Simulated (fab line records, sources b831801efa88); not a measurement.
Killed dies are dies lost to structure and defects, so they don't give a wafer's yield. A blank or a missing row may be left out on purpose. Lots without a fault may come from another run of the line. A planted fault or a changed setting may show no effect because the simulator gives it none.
One fault seen from 2 desks | flow gf180mcu | each desk has only its own numbers; what lay behind them comes last

THE TOOL OWNER'S DESK: pvd_sputter-04
The tool's own readings at GF_M2_SPUTTER_02 (material AlCu, target thk 450 nm, time 23.9 s): means of the sampled wafers that have a number, for each lot that ran on this tool. A lot is out of limits, marked OUT, if its mean lies more than 4 standard deviations from the usual mean; the brackets give that distance.
Columns: A = throttle_valve_pct at GF_M2_SPUTTER_02, usual 29.7 %
lot  | first seen here | A
L521 | day 18 20:39    | 28.6
L532 | day 23 10:46    | 29.2
L533 | day 24 03:36    | 28.1
L536 | day 24 13:23    | 28.5
L538 | day 24 18:09    | 29.8
L537 | day 24 21:18    | 29.1
This desk's finding: nothing out of limits on any of the 6 lots.

THE METROLOGY DESK
What the gauges read, lot by lot, whatever tool the lot ran on: means of the sampled wafers that have a number. A lot is out of limits, marked OUT, if its mean lies more than 4 standard deviations from the usual mean; the brackets give that distance.
Columns: A = M2_ALCU_RS at GF_M2_RS_MEAS_05, usual 0.0695 ohm/sq; B = M2_ALCU_THK at GF_M2_THK_MEAS_06, usual 448 nm; C = M2_OVL at GF_M2_OVL_MEAS_15, usual -3 nm
lot  | first seen here | A                | B             | C
L520 | day 18 11:05    | 0.0693           | 446           | -1
L521 | day 18 20:44    | 0.0692           | 452           | -5
L524 | day 19 14:52    | 0.0693           | 448           | -1
L525 | day 20 07:41    | 0.0689           | 453           | 5
L527 | day 21 09:01    | 0.0705           | 438           | 1
L531 | day 22 19:17    | 0.0708           | 437           | -9
L532 | day 23 10:52    | 0.0682           | 458           | -3
L533 | day 24 03:41    | 0.0695           | 446           | -1
L536 | day 24 13:28    | 0.0694           | 451           | 7
L538 | day 24 18:14    | 0.0470 (-24) OUT | 731 (+40) OUT | -1
L537 | day 24 21:23    | 0.0472 (-24) OUT | 716 (+38) OUT | -2
This desk's finding: out of limits on L537, L538; first on L538, day 24 18:14 (M2_ALCU_RS at GF_M2_RS_MEAS_05). In limits: L520, L521, L524, L525, L527, L531, L532, L533, L536.

PUT TOGETHER
The metrology desk could have raised an alarm at day 24 18:14, on L537, L538.
The tool owner's desk saw nothing out of limits.
The tool owner's desk has L537, L538 on record, within its limits.
Of the lots named, all ran GF_M2_SPUTTER_02 on pvd_sputter-04.

WHAT THE SIMULATOR HAD PUT IN
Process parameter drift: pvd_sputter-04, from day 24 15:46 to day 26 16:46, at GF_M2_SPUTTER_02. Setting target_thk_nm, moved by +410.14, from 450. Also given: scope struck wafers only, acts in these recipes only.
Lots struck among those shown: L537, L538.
Hours from the fault's start to each desk's first reading out of limits: the metrology desk, 2.
